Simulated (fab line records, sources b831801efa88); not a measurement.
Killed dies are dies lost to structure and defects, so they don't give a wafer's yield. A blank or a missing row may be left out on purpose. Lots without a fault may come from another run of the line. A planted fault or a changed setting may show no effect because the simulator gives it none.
One fault seen from 2 desks | flow gf180mcu | each desk has only its own numbers; what lay behind them comes last

THE TOOL OWNER'S DESK: pvd_sputter-02
The tool's own readings at GF_TOP_METAL_SPUTTER_00 (material Ti, target thk 37.5 nm, time 150 s): means of the sampled wafers that have a number, for each lot that ran on this tool. A lot is out of limits, marked OUT, if its mean lies more than 4 standard deviations from the usual mean; the brackets give that distance.
Columns: A = cathode_dc_power_W at GF_TOP_METAL_SPUTTER_00, usual 4000.1 W; B = chamber_pressure_pa at GF_TOP_METAL_SPUTTER_00, usual 2.000 Pa; C = throttle_valve_pct at GF_TOP_METAL_SPUTTER_00, usual 29.8 %
lot  | first seen here | A                        | B     | C
L816 | day 27 12:05    | 4000.1                   | 2.003 | 29.5
L824 | day 30 00:46    | 4000.0                   | 1.995 | 29.2
L825 | day 30 08:16    | 3999.7                   | 2.000 | 29.8
L826 | day 30 18:37    | 3777.2 (-99 or more) OUT | 1.999 | 29.5
L828 | day 31 07:01    | 3776.3 (-99 or more) OUT | 1.999 | 30.2
This desk's finding: out of limits on L826, L828; first on L826, day 30 18:37 (cathode_dc_power_W at GF_TOP_METAL_SPUTTER_00). In limits: L816, L824, L825.

THE METROLOGY DESK
What the gauges read, lot by lot, whatever tool the lot ran on: means of the sampled wafers that have a number. A lot is out of limits, marked OUT, if its mean lies more than 4 standard deviations from the usual mean; the brackets give that distance.
Columns: A = V5_W_RS at GF_V5_RS_MEAS_24, usual 0.3267 ohm/sq; B = TOP_METAL_ALCU_RS at GF_TOP_METAL_RS_MEAS_05, usual 0.0327 ohm/sq
lot  | first seen here | A      | B
L816 | day 27 11:38    | 0.3297 | 0.0325
L818 | day 28 04:19    | 0.3264 | 0.0324
L819 | day 28 09:23    | 0.3291 | 0.0324
L820 | day 28 21:14    | 0.3287 | 0.0325
L822 | day 29 09:47    | 0.3254 | 0.0332
L824 | day 30 00:19    | 0.3213 | 0.0331
L825 | day 30 07:47    | 0.3266 | 0.0332
L826 | day 30 18:09    | 0.3275 | 0.0323
L828 | day 31 06:34    | 0.3271 | 0.0325
L830 | day 31 12:35    | 0.3257 | 0.0326
L831 | day 31 23:53    | 0.3279 | 0.0325
L835 | day 32 18:19    | 0.3296 | 0.0325
L838 | day 33 17:35    | 0.3273 | 0.0327
This desk's finding: nothing out of limits on any of the 13 lots.

PUT TOGETHER
The tool owner's desk could have raised an alarm at day 30 18:37, on L826, L828.
The metrology desk saw nothing out of limits.
The metrology desk has L826, L828 on record, within its limits.
Of the lots named, all ran GF_TOP_METAL_SPUTTER_00 on pvd_sputter-02.

WHAT THE SIMULATOR HAD PUT IN
Process parameter drift: pvd_sputter-02, from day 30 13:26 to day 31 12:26, at GF_TOP_METAL_SPUTTER_00. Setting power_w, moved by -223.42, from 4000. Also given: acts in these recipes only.
Lots struck among those shown: L826, L828.
Hours from the fault's start to each desk's first reading out of limits: the tool owner's desk, 5.
